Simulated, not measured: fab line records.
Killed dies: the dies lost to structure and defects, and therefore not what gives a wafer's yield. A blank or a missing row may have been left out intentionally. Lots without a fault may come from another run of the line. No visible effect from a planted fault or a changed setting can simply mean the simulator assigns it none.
Matching of chambers + flow sky130 + SKY_CONTACT_ETCH_16 on rie diel-04 has 4 sister chambers
The step etches BARC in N2/H2, stops on SiO2, time 45.9 s, target depth 60 nm. 4 wafers are shown with their chamber, then 11 later ones without.

## WAFERS PAIRED WITH THEIR CHAMBERS
| wafer  | chamber | drypump motor current A (A) |
|--------|---------|-----------------------------|
| L081.6 | 3       | 5.8                         |
| L086.1 | 0       | 4.7                         |
| L086.3 | 1       | 5.8                         |
| L090.1 | 2       | 5.2                         |

## WAFERS WHOSE CHAMBER IS MISSING
| wafer  | drypump motor current A (A) |
|--------|-----------------------------|
| L090.3 | 5.8                         |
| L090.4 | 5.7                         |
| L093.2 | 5.8                         |
| L093.5 | 4.6                         |
| L093.6 | 5.8                         |
| L095.1 | 4.7                         |
| L095.2 | 5.3                         |
| L095.5 | 4.7                         |
| L096.1 | 5.8                         |
| L096.3 | 4.7                         |
| L096.4 | 5.8                         |

## EACH ONE'S CHAMBER
| wafer  | from the rows above     | in truth |
|--------|-------------------------|----------|
| L090.3 | can't be placed: 1 or 3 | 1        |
| L090.4 | can't be placed: 1 or 3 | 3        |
| L093.2 | can't be placed: 1 or 3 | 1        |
| L093.5 | 0                       | 0        |
| L093.6 | can't be placed: 1 or 3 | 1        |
| L095.1 | 0                       | 0        |
| L095.2 | 2                       | 2        |
| L095.5 | 0                       | 0        |
| L096.1 | can't be placed: 1 or 3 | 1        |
| L096.3 | 0                       | 0        |
| L096.4 | can't be placed: 1 or 3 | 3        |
Correct placement for 5 of the 11. From these rows, 6 cannot be placed; in 6 the true chamber is one of the candidates. Number placed wrongly: 0.
How it was worked out, from the rows above alone: a wafer's distance from a chamber is the root of the sum, over the readings, of the square of ((its reading less the chamber's mean) divided by the reading's scatter). If the next closest chamber is less than 2 further off than the closest, the wafer can't be placed; otherwise it belongs to the closest. A chamber's mean is the mean of its shown wafers. The scatter (one wafer shown for each chamber): square how far every hidden wafer sits from the nearest shown wafer, average those squares and take the square root.
